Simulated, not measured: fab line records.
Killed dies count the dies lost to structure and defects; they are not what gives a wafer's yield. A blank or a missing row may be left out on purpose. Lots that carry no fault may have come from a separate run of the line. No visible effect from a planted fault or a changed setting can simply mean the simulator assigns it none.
Struck lot and sound lot, side by side + flow gf180mcu + 15 steps out of a route of 602
Sound: wafers L574.2, L574.3, L574.5. Wafers struck: L576.1, L576.2, L576.6. At the end, the cause is stated.
Order at every step that has rows: each side's tool, ch and its chambers, its first start. Under that, the readings that differ: sound wafers + struck wafers + difference of the means + sigmas: that difference in standard deviations of wafers without a fault.
alike: words and numbers the same on both sides, and readings whose means are apart by under 2 such deviations; not compared: readings that were withheld, readings missing a value for some wafer, numbers with overlapping values and no deviation given by the record, and bounds like >300 which may hide the same value.
A row with sigmas, a row that says differs or no value, or rows on one side alone: a step with any of these is where the two part. Numbers that don't overlap but have no deviation are shown without sigmas and don't part them. Lack of a reading on every wafer of one side parts them only where that side has two or more wafers.

GF_TOP_METAL_SPUTTER_04: material TiN, target thk 25 nm, time 20.8 s.
  sound: pvd-sputter-04 at day 28 21:53; struck: pvd-sputter-02 at day 29 10:11
  alike: cathode-dc-power-W, throttle-valve-pct
GF_TOP_METAL_RS_MEAS_05: the measuring method here is four-point-probe.
  sound: film-metro-04 at day 28 21:56; struck: film-metro-01 at day 29 10:13
  alike: TOP_METAL_ALCU_RS
GF_TOP_METAL_THK_MEAS_06: measures by xrf.
  sound: film-metro-04 at day 28 22:03; struck: film-metro-01 at day 29 10:20
  alike: TOP_METAL_ALCU_THK
then, 7 steps without rows for these wafers: GF_TOP_METAL_DEHYDRATE_07 (time 60 s); GF_TOP_METAL_HMDS_08 (prime time 60 s); GF_TOP_METAL_COAT_09 (resist thk 1500 nm); GF_TOP_METAL_SOFTBAKE_10 (time 60 s); GF_TOP_METAL_EXPOSE_11 (exposes mask MetalTop, target cd 440 nm); GF_TOP_METAL_PEB_12; GF_TOP_METAL_DEVELOP_13 (develop time 60 s).
GF_TOP_METAL_CD_MEAS_14: target cd 440 nm.
  sound: cd-sem-02 at day 29 17:20; struck: cd-sem-02 at day 30 04:33
  alike: cd-nm
GF_TOP_METAL_OVL_MEAS_15:
  sound: overlay-01 at day 29 17:27; struck: overlay-02 at day 30 04:40
  alike: TOP_METAL_OVL
GF_TOP_METAL_METAL_ETCH_16: etches the open film in Cl2/BCl3, stops on SiO2, target depth 1197 nm, time 199.5 s.
  sound on rie-metal-04 ch 0,1, day 29 17:29; struck on rie-metal-04 ch 0,1, day 30 04:43
| reading                                        | sound                | struck               | difference | sigmas |
|------------------------------------------------|----------------------|----------------------|------------|--------|
| oes-product-au (a.u.)                          | 0.984 0.989 0.986    | 0.823 0.826 0.822    | -0.163     | -27    |
| throttle-valve-pct (%)                         | 28.222 28.234 28.232 | 28.411 28.404 28.420 | +0.182     | +21    |
| model.NOVOLAK_of_TOP_METAL_COAT_09.thk-nm (nm) | 1029 1024 1028       | 1156 1161 1160       | +132       |        |
  alike: drypump-motor-current-A
  not compared: rf-hours-counter-h
GF_TOP_METAL_STRIP_17: strips in O2/N2.
  sound on plasma-asher-04 ch 0, day 29 17:40; struck on plasma-asher-02 ch 0,1, day 30 04:54
| reading                      | sound             | struck            | difference | sigmas |
|------------------------------|-------------------|-------------------|------------|--------|
| strip-time-to-endpoint-s (s) | 12.99 12.95 13.00 | 14.43 14.50 14.48 | +1.49      | +19    |
  alike: drypump-motor-current-A, heater-power-w, oes-product-au
  not compared: rf-hours-counter-h
then, 1 step without rows for these wafers: GF_TOP_METAL_STRIP_18 (strips in post etch residue remover, time 1200 s).

== WHERE THEY PART ==
At GF_TOP_METAL_METAL_ETCH_16 first; at GF_TOP_METAL_STRIP_17 last (within this record only).

WHY: whatever the simulator had introduced
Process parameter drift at GF_TOP_METAL_METAL_ETCH_16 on rie-metal-04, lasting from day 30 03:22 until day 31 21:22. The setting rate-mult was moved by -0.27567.
